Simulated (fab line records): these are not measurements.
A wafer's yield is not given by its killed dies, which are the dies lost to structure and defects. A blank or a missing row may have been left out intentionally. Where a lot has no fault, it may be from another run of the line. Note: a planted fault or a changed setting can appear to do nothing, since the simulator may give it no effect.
fab line records	flow sky130
record lots=12	wafers=36	last-day=52
route steps=708 shown LI_CONTACT@384 LOCAL_INTERCONNECT@399 CONTACT@406 PAD_OPEN@708
lots that met no fault: from a run of the same line without faults
start-h: start of the lot's first displayed wafer, in hours after the record's first day	wait-h: time in hours since the lot's previous step	" repeats the value in the row above	L1.1+2: a row that stands for several wafers	- no value, or no start was given	* or withheld: withheld	< > ~ a bound
route shown NAME@n: names a module that has steps shown in the file, with the first one's number in the route	usual: mean/standard deviation taken from wafers without a fault	same: alike in all rows	chamber/n: place in a boat	sites: readings site by site	_std_site: standard deviation across them	_edge_site: inner sites' mean taken away from outer sites' mean	radius-mm: how far each site lies from the wafer's centre	mask NAME#n: copy n	behind: the most recent tool/chamber to have shaped the wafer	hold: reason for holding the lot/hours on hold/outcome of the hold	device: transistor that didn't switch, given as n, p or np	end of line: tests of these same wafers at the route's end	a step with no rows: only its recipe	killed: the dies lost at the first sort to structure and to defects; this is not the yield of the wafer	map: per-die view of a wafer (x killed, . not killed, _ where there is no die)
set.NAME: the setting as run; set.NAME@STEP: as run at that earlier step	model.NAME: the simulator's own value behind a step, which no gauge read
a sample of lots followed through the steps of the route, with each step as a table and each wafer as a row
services: the hour from which a tool's chamber was out of use, counted from the record's first day as start-h (under 0 if before that day), plus the number of hours and why
## steps
# step SKY_LI_CONTACT_RS_MEAS_22
# recipe thk-meas-gauge=four-point-probe	reads=W_of_LI_CONTACT_CVD_21+TiN_of_LI_CONTACT_SPUTTER_20+Ti_of_LI_CONTACT_SPUTTER_19
# usual LI_CONTACT_W_RS=0.287/0.004
lot.wafer	tool	chamber	start-h	wait-h	LI_CONTACT_W_RS[ohm/sq]
L650.2	film-metro-04	-	701.96	0.1	0.281
L650.3	"	-	"	"	0.283
L650.4	"	-	"	"	0.284
L651.4	film-metro-04	-	717.48	0.1	0.287
L651.5	"	-	"	"	0.284
L651.6	"	-	"	"	0.291
L654.1	film-metro-02	-	745.93	0.1	0.281
L654.3	"	-	"	"	0.283
L654.4	"	-	"	"	0.289
L655.1	film-metro-02	-	753.63	0.1	0.283
L655.2	"	-	"	"	0.285
L655.5	"	-	"	"	0.287
L656.1	film-metro-01	-	761.18	0.1	0.286
L656.2	"	-	"	"	0.286
L656.6	"	-	"	"	0.282
L659.1	film-metro-02	-	786.23	0.1	0.286
L659.3	"	-	"	"	0.291
L659.5	"	-	"	"	0.292
L661.2	film-metro-04	-	801.23	0.1	0.296
L661.3	"	-	"	"	0.285
L661.4	"	-	"	"	0.292
L666.1	film-metro-04	-	849.83	0.1	0.290
L666.2	"	-	"	"	0.281
L666.5	"	-	"	"	0.289
L667.2	film-metro-04	-	860.93	0.1	0.293
L667.4	"	-	"	"	0.295
L667.5	"	-	"	"	0.292
L669.1	film-metro-04	-	867.26	0.2	0.288
L669.4	"	-	"	"	0.288
L669.5	"	-	"	"	0.288
L670.2	film-metro-04	-	876.98	0.2	0.287
L670.3	"	-	"	"	0.291
L670.6	"	-	"	"	0.289
L672.1	film-metro-02	-	889.51	0.1	0.288
L672.3	"	-	"	"	0.286
L672.6	"	-	"	"	0.285
# step SKY_LOCAL_INTERCONNECT_OVL_MEAS_12
# usual LOCAL_INTERCONNECT_OVL=5/6.4
lot.wafer	tool	chamber	start-h	wait-h	LOCAL_INTERCONNECT_OVL[nm]
L650.2	overlay-01	-	731.32	0.1	12
L650.3	"	-	"	"	5
L650.4	"	-	"	"	5
L651.4	overlay-02	-	746.88	0.1	-2
L651.5	"	-	"	"	2
L651.6	"	-	"	"	-2
L654.1	overlay-01	-	776.11	0.1	0
L654.3	"	-	"	"	7
L654.4	"	-	"	"	-5
L655.1	overlay-01	-	782.71	0.1	0
L655.2	"	-	"	"	-6
L655.5	"	-	"	"	-3
L656.1	overlay-01	-	790.46	0.1	8
L656.2	"	-	"	"	11
L656.6	"	-	"	"	11
L659.1	overlay-01	-	815.46	0.1	5
L659.3	"	-	"	"	15
L659.5	"	-	"	"	11
L661.2	overlay-01	-	830.22	0.1	4
L661.3	"	-	"	"	4
L661.4	"	-	"	"	12
L666.1	overlay-02	-	880.01	0.1	5
L666.2	"	-	"	"	6
L666.5	"	-	"	"	6
L667.2	overlay-02	-	890.77	0.1	6
L667.4	"	-	"	"	5
L667.5	"	-	"	"	8
L669.1	overlay-01	-	896.56	0.1	9
L669.4	"	-	"	"	9
L669.5	"	-	"	"	3
L670.2	overlay-01	-	906.72	0.1	13
L670.3	"	-	"	"	5
L670.6	"	-	"	"	6
L672.1	overlay-02	-	919.21	0.1	2
L672.3	"	-	"	"	3
L672.6	"	-	"	"	0
# step SKY_CONTACT_CVD_00
# recipe material=Si3N4	target-thk-nm=75	temp-c=400	time-s=withheld	rf-w=450
# usual heater-power-w=667/95
lot.wafer	tool	chamber	start-h	wait-h	heater-power-w
L650.2	pecvd-02	2	732.09	0.0	770
L650.3	"	1	"	"	763
L650.4	"	1	"	"	791
L651.4	pecvd-02	0	747.63	0.0	549
L651.5	"	1	"	"	787
L651.6	"	2	"	"	784
L654.1	pecvd-03	2	776.86	0.0	685
L654.3	"	1	"	"	618
L654.4	"	2	"	"	699
L655.1	pecvd-02	2	783.46	0.0	770
L655.2	"	0	"	"	466
L655.5	"	0	"	"	477
L656.1	pecvd-02	1	791.32	0.0	698
L656.2	"	0	"	"	569
L656.6	"	2	"	"	773
L659.1	pecvd-02	1	816.24	0.0	772
L659.3	"	2	"	"	766
L659.5	"	0	"	"	576
L661.2	pecvd-02	2	830.95	0.0	664
L661.3	"	1	"	"	723
L661.4	"	0	"	"	474
L666.1	pecvd-03	2	880.75	0.0	684
L666.2	"	1	"	"	608
L666.5	"	1	"	"	612
L667.2	pecvd-02	2	891.51	0.0	754
L667.4	"	0	"	"	575
L667.5	"	1	"	"	686
L669.1	pecvd-02	0	897.30	0.0	580
L669.4	"	2	"	"	758
L669.5	"	1	"	"	730
L670.2	pecvd-03	1	907.46	0.0	616
L670.3	"	0	"	"	643
L670.6	"	0	"	"	654
L672.1	pecvd-03	2	919.99	0.0	800
L672.3	"	1	"	"	526
L672.6	"	0	"	"	649
# step SKY_CONTACT_THK_MEAS_01
# recipe reads=Si3N4_of_CONTACT_CVD_00
# usual CONTACT_CVD_00_THK=75.2/0.97
lot.wafer	tool	chamber	start-h	wait-h	CONTACT_CVD_00_THK[nm]
L650.2	film-metro-03	-	732.14	-	76.6
L650.3	"	-	"	"	75.8
L650.4	"	-	"	"	76.0
L651.4	film-metro-02	-	747.67	-	76.0
L651.5	"	-	"	"	76.0
L651.6	"	-	"	"	76.5
L654.1	film-metro-03	-	776.90	-	73.7
L654.3	"	-	"	"	73.2
L654.4	"	-	"	"	74.4
L655.1	film-metro-02	-	783.50	-	75.6
L655.2	"	-	"	"	74.8
L655.5	"	-	"	"	75.9
L656.1	film-metro-02	-	791.35	-	74.4
L656.2	"	-	"	"	74.2
L656.6	"	-	"	"	76.2
L659.1	film-metro-01	-	816.28	-	97.3
L659.3	"	-	"	"	97.3
L659.5	"	-	"	"	75.7
L661.2	film-metro-03	-	831.00	-	75.3
L661.3	"	-	"	"	97.1
L661.4	"	-	"	"	75.9
L666.1	film-metro-03	-	880.80	-	74.4
L666.2	"	-	"	"	74.3
L666.5	"	-	"	"	74.4
L667.2	film-metro-02	-	891.55	-	75.7
L667.4	"	-	"	"	76.2
L667.5	"	-	"	"	77.1
L669.1	film-metro-03	-	897.34	-	75.5
L669.4	"	-	"	"	76.5
L669.5	"	-	"	"	76.6
L670.2	film-metro-03	-	907.51	-	73.5
L670.3	"	-	"	"	75.1
L670.6	"	-	"	"	76.7
L672.1	film-metro-03	-	920.02	-	73.2
L672.3	"	-	"	"	73.3
L672.6	"	-	"	"	76.4
# step SKY_CONTACT_THK_MEAS_03
# recipe reads=SiO2_of_CONTACT_HDPCVD_02
# usual CONTACT_HDPCVD_THK=568/6.9
lot.wafer	tool	chamber	start-h	wait-h	CONTACT_HDPCVD_THK[nm]
L650.2	film-metro-01	-	732.27	0.0	567
L650.3	"	-	"	"	565
L650.4	"	-	"	"	575
L651.4	film-metro-03	-	747.80	0.0	574
L651.5	"	-	"	"	572
L651.6	"	-	"	"	573
L654.1	film-metro-01	-	777.06	0.1	571
L654.3	"	-	"	"	568
L654.4	"	-	"	"	567
L655.1	film-metro-01	-	783.63	0.0	571
L655.2	"	-	"	"	574
L655.5	"	-	"	"	568
L656.1	film-metro-01	-	791.48	0.0	569
L656.2	"	-	"	"	570
L656.6	"	-	"	"	576
L659.1	film-metro-02	-	816.41	0.0	572
L659.3	"	-	"	"	569
L659.5	"	-	"	"	563
L661.2	film-metro-01	-	831.13	0.0	566
L661.3	"	-	"	"	572
L661.4	"	-	"	"	574
L666.1	film-metro-03	-	880.93	0.0	566
L666.2	"	-	"	"	559
L666.5	"	-	"	"	553
L667.2	film-metro-03	-	891.68	0.0	552
L667.4	"	-	"	"	564
L667.5	"	-	"	"	560
L669.1	film-metro-03	-	897.47	0.0	558
L669.4	"	-	"	"	570
L669.5	"	-	"	"	559
L670.2	film-metro-03	-	907.64	0.0	556
L670.3	"	-	"	"	570
L670.6	"	-	"	"	570
L672.1	film-metro-02	-	920.15	0.0	567
L672.3	"	-	"	"	566
L672.6	"	-	"	"	551
# step SKY_CONTACT_ETCH_18
# recipe target=Si3N4	chemistry=CHF3/O2	stop-on=TiN	source-w=600	bias-w=200	pressure-mtorr=40	chf3-flow-sccm=50	O2_flow_sccm=5	time-s=39	target-depth-a=750
# usual bias-w=200.0/0.6	drypump-motor-current-A=5.7/0.33	oes-product-au=0.856/0.0078	throttle-valve-pct=8.794/0.01
# same time-s=39
lot.wafer	tool	chamber	start-h	wait-h	bias-w	drypump-motor-current-A	oes-product-au	rf-hours-counter-h	throttle-valve-pct
L650.2	rie-diel-02	2	-	-	200.1	6.2	0.870	2	8.811
L650.3	"	0	"	"	198.8	5.5	0.853	24	8.802
L650.4	"	1	"	"	200.4	5.4	0.855	14	8.792
L651.4	rie-diel-03	3	-	-	200.0	5.9	0.867	2	8.794
L651.5	"	2	"	"	201.0	5.6	0.869	-	8.801
L651.6	"	3	"	"	200.4	5.9	0.865	-	8.817
L654.1	rie-diel-01	1	-	-	200.1	5.9	0.838	7	8.779
L654.3	"	3	"	"	199.6	5.1	0.842	19	8.801
L654.4	"	0	"	"	199.6	6.1	0.859	13	8.811
L655.1	rie-diel-01	3	-	-	200.3	5.1	0.855	19	8.802
L655.2	"	0	"	"	198.8	6.1	0.849	13	8.810
L655.5	"	2	"	"	199.2	5.5	0.857	-	8.797
L656.1	rie-diel-01	3	-	-	199.8	5.1	0.848	20	8.776
L656.2	"	1	"	"	200.1	5.9	0.851	8	8.816
L656.6	"	0	"	"	199.8	6.1	0.868	-	8.804
L659.1	rie-diel-03	3	-	-	200.0	5.9	0.987	3	8.842
L659.3	"	0	"	"	200.8	5.7	0.988	5	8.844
L659.5	"	2	"	"	200.4	5.6	0.860	-	8.778
L661.2	rie-diel-01	1	-	-	200.9	5.9	0.851	9	8.803
L661.3	"	0	"	"	199.6	6.2	0.983	15	8.818
L661.4	"	2	"	"	201.4	5.5	0.860	10	8.789
L666.1	rie-diel-02	0	-	-	199.9	5.5	0.847	1	8.786
L666.2	"	3	"	"	200.1	5.6	0.860	19	8.793
L666.5	"	0	"	"	200.5	5.5	0.851	-	8.778
L667.2	rie-diel-03	3	-	-	199.7	5.9	0.860	5	8.799
L667.4	"	1	"	"	200.7	6.0	0.863	17	8.792
L667.5	"	3	"	"	199.6	5.8	0.863	-	8.808
L669.1	rie-diel-02	3	-	-	199.4	5.5	0.857	20	8.793
L669.4	"	2	"	"	199.7	6.2	0.867	7	8.792
L669.5	"	0	"	"	200.2	5.5	0.859	-	8.811
L670.2	rie-diel-02	2	-	-	200.3	6.2	0.851	7	8.788
L670.3	"	3	"	"	199.8	5.5	0.854	20	8.782
L670.6	"	0	"	"	199.2	5.5	0.862	-	8.786
L672.1	rie-diel-03	2	-	-	199.7	5.6	0.838	9	8.799
L672.3	"	1	"	"	201.2	6.0	0.839	17	8.795
L672.6	"	0	"	"	200.6	5.7	0.869	-	8.797
# step SKY_PAD_OPEN_PROBE_99
# usual killed_at_M0_to_M3=44/7.1	killed_at_M4_up=3.3/1.9	killed-at-contacts=24/5.3	killed-at-front-end=15/4.5	killed-at-other=0.3/0.55	killed-dies=86/9.5	killed-on-rim=16/3.7	killed-open=46/7.3	killed-short=39/6.4
# same gross-dies=492	killed-at-back-side=0
lot.wafer	tool	chamber	start-h	wait-h	killed_at_M0_to_M3	killed_at_M4_up	killed-at-contacts	killed-at-front-end	killed-at-other	killed-dies	killed-on-rim	killed-open	killed-short
L654.1	prober-01	-	1154.76	0.1	42	5	28	10	0	85	17	42	42
L654.3	prober-01	-	1154.86	0.2	41	3	20	5	0	69	12	40	29
L654.4	prober-01	-	1154.91	0.2	34	9	12	10	0	65	18	42	23
L656.1	prober-01	-	1165.20	0.1	48	3	28	12	0	91	15	61	30
L656.2	prober-01	-	1165.25	0.1	41	5	23	12	0	81	14	44	37
L656.6	prober-01	-	1165.45	0.2	46	3	27	8	2	86	17	47	39
L659.1	prober-02	-	1178.18	0.1	39	4	254	14	1	312	81	46	37
L659.3	prober-02	-	1178.28	0.2	44	1	147	13	0	205	32	49	34
L659.5	prober-02	-	1178.38	0.2	38	7	20	11	0	76	17	39	37
L661.2	prober-01	-	1188.86	0.1	46	4	19	11	1	81	17	44	36
L661.3	prober-01	-	1188.91	0.2	63	6	153	15	0	237	66	58	50
L661.4	prober-01	-	1188.96	0.2	50	3	22	13	0	88	16	51	37
# killed by level:class
L654.1 VIA1:geometric-particle:open=14 CONTACT:geometric-particle:open=10 CONTACT:geometric-particle:short=7 LOCAL_INTERCONNECT:geometric-particle:short=6 VIA1:geometric-particle:short=5 VIA2:geometric-particle:short=5 LI_CONTACT:geometric-particle:open=4 VIA2:geometric-particle:open=4
L654.3 VIA1:geometric-particle:open=12 CONTACT:geometric-particle:open=9 VIA3:geometric-particle:open=8 VIA1:geometric-particle:short=7 VIA2:geometric-particle:open=4 METAL3:geometric-particle:short=3 LI_CONTACT:geometric-particle:short=3 LI_CONTACT:geometric-particle:open=3
L654.4 VIA1:geometric-particle:open=16 CONTACT:geometric-particle:open=6 VIA2:geometric-particle:open=6 METAL4:geometric-particle:short=6 POLY_GATE:geometric-particle:open=4 FIELD_ISO:geometric-particle:short=3 CONTACT:geometric-particle:short=3 VIA3:geometric-particle:open=3
L656.1 LI_CONTACT:geometric-particle:open=13 VIA1:geometric-particle:open=10 VIA2:geometric-particle:open=8 METAL2:geometric-particle:short=8 POLY_GATE:geometric-particle:open=6 CONTACT:geometric-particle:open=6 VIA3:geometric-particle:open=6 LI_CONTACT:geometric-particle:short=5
L656.2 VIA1:geometric-particle:open=10 LI_CONTACT:geometric-particle:open=8 CONTACT:geometric-particle:open=7 METAL2:geometric-particle:short=6 VIA2:geometric-particle:short=6 VIA3:geometric-particle:open=5 METAL4:geometric-particle:short=5 METAL1:geometric-particle:short=4
L656.6 VIA1:geometric-particle:open=13 CONTACT:geometric-particle:open=11 VIA1:geometric-particle:short=8 VIA3:geometric-particle:open=7 VIA3:geometric-particle:short=6 LOCAL_INTERCONNECT:geometric-particle:short=5 VIA2:geometric-particle:open=5 LI_CONTACT:geometric-particle:short=4
L659.1 CONTACT:area-etch=229 CONTACT:geometric-particle:open=10 VIA1:geometric-particle:open=8 VIA1:geometric-particle:short=7 VIA2:geometric-particle:open=6 VIA3:geometric-particle:open=6 LI_CONTACT:geometric-particle:open=5 FIELD_ISO:geometric-particle:open=4
L659.3 CONTACT:area-etch=122 VIA2:geometric-particle:open=13 LI_CONTACT:geometric-particle:open=9 VIA1:geometric-particle:open=8 CONTACT:geometric-particle:open=7 VIA1:geometric-particle:short=5 LOCAL_INTERCONNECT:geometric-particle:short=5 VIA3:geometric-particle:open=4
L659.5 VIA1:geometric-particle:open=8 LI_CONTACT:geometric-particle:open=6 CONTACT:geometric-particle:open=6 METAL2:geometric-particle:short=6 METAL4:geometric-particle:short=6 METAL1:geometric-particle:short=5 METAL3:geometric-particle:short=5 VIA2:geometric-particle:open=4
L661.2 CONTACT:geometric-particle:open=8 VIA1:geometric-particle:open=8 VIA2:geometric-particle:open=8 METAL1:geometric-particle:short=7 VIA1:geometric-particle:short=5 METAL2:geometric-particle:open=4 METAL4:geometric-particle:short=4 FIELD_ISO:geometric-particle:open=3
L661.3 CONTACT:area-etch=129 VIA1:geometric-particle:open=13 VIA3:geometric-particle:open=9 VIA1:geometric-particle:short=8 METAL1:geometric-particle:short=8 CONTACT:geometric-particle:open=7 VIA2:geometric-particle:open=7 VIA3:geometric-particle:short=6
L661.4 VIA1:geometric-particle:open=13 LI_CONTACT:geometric-particle:open=11 VIA3:geometric-particle:open=8 VIA2:geometric-particle:open=7 LOCAL_INTERCONNECT:geometric-particle:short=6 METAL2:geometric-particle:short=6 POLY_GATE:geometric-particle:open=4 METAL1:geometric-particle:short=4
## services
tool	chamber	start-h	hours	kind
pecvd-02	-	711.84	4.4	repair
pecvd-03	0	714.34	2.1	scheduled-down
pecvd-03	1	718.06	3.4	repair
rie-diel-03	-	724.88	1.0	repair
pecvd-02	-	728.16	0.9	repair
pecvd-03	-	733.21	1.3	repair
rie-diel-01	3	739.53	1.5	repair
rie-diel-03	-	771.36	0.4	repair
pecvd-02	0	772.89	2.1	scheduled-down
rie-diel-01	3	783.16	2.7	repair
pecvd-03	-	786.86	2.8	pm
rie-diel-01	2	802.46	3.3	repair
rie-diel-03	-	805.78	15.6	pm
rie-diel-02	-	832.54	14.6	pm
rie-diel-03	2	833.64	9.0	repair
rie-diel-01	-	849.99	2.8	repair
rie-diel-02	-	859.71	0.4	repair
pecvd-03	0	877.49	11.5	repair
rie-diel-03	0	880.72	6.2	repair
rie-diel-02	2	892.22	7.5	repair
rie-diel-01	0	919.83	5.7	repair
rie-diel-03	2	934.58	1.2	repair
rie-diel-03	1	934.73	8.7	repair
rie-diel-02	3	943.43	16.5	repair
## key
first-sign step=SKY_CONTACT_THK_MEAS_01	reading=CONTACT_CVD_00_THK	direction=up	sigmas=23	usual=75.2	struck=97.2
effect step=SKY_CONTACT_ETCH_18	reading=oes-product-au	direction=up	sigmas=17	usual=0.856	struck=0.986
effect step=SKY_PAD_OPEN_PROBE_99	reading=killed-at-contacts	direction=up	sigmas=30	usual=24	struck=185
more-kills-born-at SKY_CONTACT_ETCH_18@rie-diel-03=351	SKY_CONTACT_ETCH_18@rie-diel-01=129
met-at SKY_CONTACT_CVD_00
struck-lots L659,L661
struck-wafers L659.1,L659.3,L661.3
tester-left-out L659,L661
not-acting-at SKY_LI_CONTACT_RS_MEAS_22,SKY_LOCAL_INTERCONNECT_OVL_MEAS_12,SKY_CONTACT_THK_MEAS_03
onset-between 791.32 816.24
fault kind=process-parameter-drift	tool=pecvd-02	chamber=-	onset-h=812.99	steps=SKY_CONTACT_CVD_00	channel=target-thk-nm	offset=22.386	shape=step	end-h=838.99	scope=struck-wafers-only	acts-in=these-recipes-only	stated=75
# tester-left-out: of these lots the tester's yield and bins aren't shown, on N5 and GAA mostly nor the transistor test; their killed dies are dies lost to structure and defects alone, not to doping, threshold or leakage, so they don't give the yield
